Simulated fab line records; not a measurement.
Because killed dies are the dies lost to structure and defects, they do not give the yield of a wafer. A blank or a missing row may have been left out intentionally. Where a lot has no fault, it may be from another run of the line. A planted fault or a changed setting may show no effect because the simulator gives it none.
Code-filled problem report in 8D (eight disciplines) form	flow gf180mcu	the parts of the form that need people (team, actions taken, sign-off) are left out

== 1. THE ISSUE ==
Across 6 wafers from 2 lots, DUAL_GATE_OXIDATION_00_THK at GF_DUAL_GATE_THK_MEAS_03 averages 9.60 nm, while fault-free wafers read 10.97 nm with a standard deviation of 0.21. That puts it -6.5 standard deviations away from the usual mean.
First seen on wafer L522.2, day 10 07:52, on film_metro-01. The record holds 33 wafers of 11 lots with a number at this step. The rule behind "out" and "out of limits": a value lying over 4 standard deviations away from the usual mean. The rest of the wafers with a number are treated as sound.

== 2. WHAT IT IS, AND WHAT IT ISN'T ==
question	is	is not
which readings at this step	DUAL_GATE_OXIDATION_00_THK	-
which lots	L522, L526	L512, L513, L514, L515, L516, L520, L531, L533, L535
which wafers of those lots	all that have a number	-
read on which gauges	film_metro-01, film_metro-02	film_metro-03
when	from day 10 07:52	up to then (18 sound wafers); but 9 sound wafers of L531, L533, L535 came after

== 3. SUSPECTS, AND WHAT RULES EACH OUT ==
Counting: a tool at a process step up to the reading stays a suspect if it ran every lot that is out and no sound lot after the first of them.
- the gauge at GF_DUAL_GATE_THK_MEAS_03 is ruled out. The wafers that are out were read on 2 gauges (film_metro-01, film_metro-02).
- furnace-01 at GF_DUAL_GATE_OXIDATION_02 (stabilise 600 s, purge 300 s, target thk 10.887 nm): kept. It ran every lot that is out, first L522 (day 10 06:25), and no sound lot after that; its last sound lot up to then is L520 (day 9 20:42). Its own readings are out on those wafers: spike_tc_centre_C, spike_tc_lower_C, spike_tc_upper_C, tube_center_temp_C, tube_center_temp_C_max.
The count leaves furnace-01 at GF_DUAL_GATE_OXIDATION_02.

== 4. THE CAUSE (what the simulator had put in) ==
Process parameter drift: furnace-01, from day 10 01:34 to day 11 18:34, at GF_DUAL_GATE_OXIDATION_02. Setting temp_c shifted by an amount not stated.
Counting left only this tool.

== 5. SEQUENCE OF EFFECTS, ordered by route ==
Rows list readings where the struck wafers' mean (over those with a number) sits beyond 3 standard deviations from the usual. Only readings whose record carries a usual standard deviation are examined. hours: median over the lots of the time between each lot's start at the first step of this table that gives one and its start at this step. sigmas: the change, counted in usual standard deviations.
hours	step	reading	usual	on struck wafers	change	sigmas
0	GF_DUAL_GATE_OXIDATION_02	spike_tc_centre_C	900.8 C	890.8	-10.0	-7.2
0	GF_DUAL_GATE_OXIDATION_02	spike_tc_lower_C	899.4 C	887.2	-12.2	-12
0	GF_DUAL_GATE_OXIDATION_02	spike_tc_top_C	911 C	893	-18	-3.1
0	GF_DUAL_GATE_OXIDATION_02	spike_tc_upper_C	899.8 C	888.4	-11.4	-11
0	GF_DUAL_GATE_OXIDATION_02	tube_center_temp_C	900.01 C	888.02	-11.99	-99 or more
0	GF_DUAL_GATE_OXIDATION_02	tube_center_temp_C_max	902.4	890.8	-11.6	-29
1	GF_DUAL_GATE_THK_MEAS_03	DUAL_GATE_OXIDATION_00_THK	10.97 nm	9.60	-1.37	-6.5
Its process steps:
- GF_DUAL_GATE_OXIDATION_02: stabilise 600 s, purge 300 s, target thk 10.887 nm.

== 6. WHAT WOULD HAVE CAUGHT IT SOONER ==
The first out-of-limits reading at a measuring or inspecting step in this record came at day 10 07:52, 6 hours after the fault's start at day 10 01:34.
The tool's own readings at GF_DUAL_GATE_OXIDATION_02 were out on every struck wafer that the step has a row for (spike_tc_centre_C, spike_tc_lower_C, spike_tc_upper_C, tube_center_temp_C, tube_center_temp_C_max): an alarm limit on them would have fired on the first of those.
Of the lots that are out (2), L526 began GF_DUAL_GATE_OXIDATION_02 on furnace-01 after day 10 07:52. Putting the tool on hold at that point would have spared it.
